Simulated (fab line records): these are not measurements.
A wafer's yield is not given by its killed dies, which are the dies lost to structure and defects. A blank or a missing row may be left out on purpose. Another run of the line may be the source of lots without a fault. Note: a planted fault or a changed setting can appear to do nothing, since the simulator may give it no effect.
Matching of chambers :: flow sky130 :: cmp-01 running SKY_CONTACT_CMP_27: 4 sister chambers
The step polishes, stops on SiO2, t overpolish 15 s, target thk 0 nm. 7 wafers are shown with their chamber, then 7 later ones without.

== WAFERS WITH THEIR CHAMBER ==
wafer: L378.1
chamber: 0
motor current A (A): 11.6
time to endpoint s (s): 75

wafer: L378.3
chamber: 3
motor current A (A): 10.6
time to endpoint s (s): 83

wafer: L379.3
chamber: 2
motor current A (A): 10.1
time to endpoint s (s): 85

wafer: L379.4
chamber: 0
motor current A (A): 11.5
time to endpoint s (s): 78

wafer: L379.6
chamber: 1
motor current A (A): 11.2
time to endpoint s (s): 78

wafer: L390.1
chamber: 2
motor current A (A): 10.2
time to endpoint s (s): 78

wafer: L390.2
chamber: 3
motor current A (A): 10.5
time to endpoint s (s): 84

== WAFERS MISSING THEIR CHAMBER ==
wafer: L390.6
motor current A (A): 11.4
time to endpoint s (s): 75

wafer: L391.2
motor current A (A): 10.1
time to endpoint s (s): 80

wafer: L391.5
motor current A (A): 10.4
time to endpoint s (s): 84

wafer: L391.6
motor current A (A): 10.2
time to endpoint s (s): 81

wafer: L392.1
motor current A (A): 11.6
time to endpoint s (s): 78

wafer: L392.4
motor current A (A): 10.8
time to endpoint s (s): 86

wafer: L392.5
motor current A (A): 10.1
time to endpoint s (s): 84

== WHICH CHAMBER EACH ONE RAN IN ==
wafer: L390.6
from the rows above: can't be placed: 0 or 1
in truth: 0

wafer: L391.2
from the rows above: 2
in truth: 2

wafer: L391.5
from the rows above: can't be placed: 3 or 2
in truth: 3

wafer: L391.6
from the rows above: 2
in truth: 2

wafer: L392.1
from the rows above: 0
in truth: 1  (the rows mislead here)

wafer: L392.4
from the rows above: 3
in truth: 3

wafer: L392.5
from the rows above: 2
in truth: 2
4 of 7 placed correctly. Can't be placed from these rows: 2 (the true chamber is among the candidates in 2). Wrongly placed: 1.
How it was worked out, from the rows above alone: a wafer's distance from a chamber is the root of the sum, over the readings, of the square of ((its reading less the chamber's mean) divided by the reading's scatter). If the next closest chamber is less than 2 further off than the closest, the wafer can't be placed; otherwise it belongs to the closest. The mean given for a chamber averages the wafers shown for that chamber. How the scatter is found: for the shown wafers, subtract from each reading the mean of its chamber, square and add these, divide the total by (wafers less chambers), then take the root.
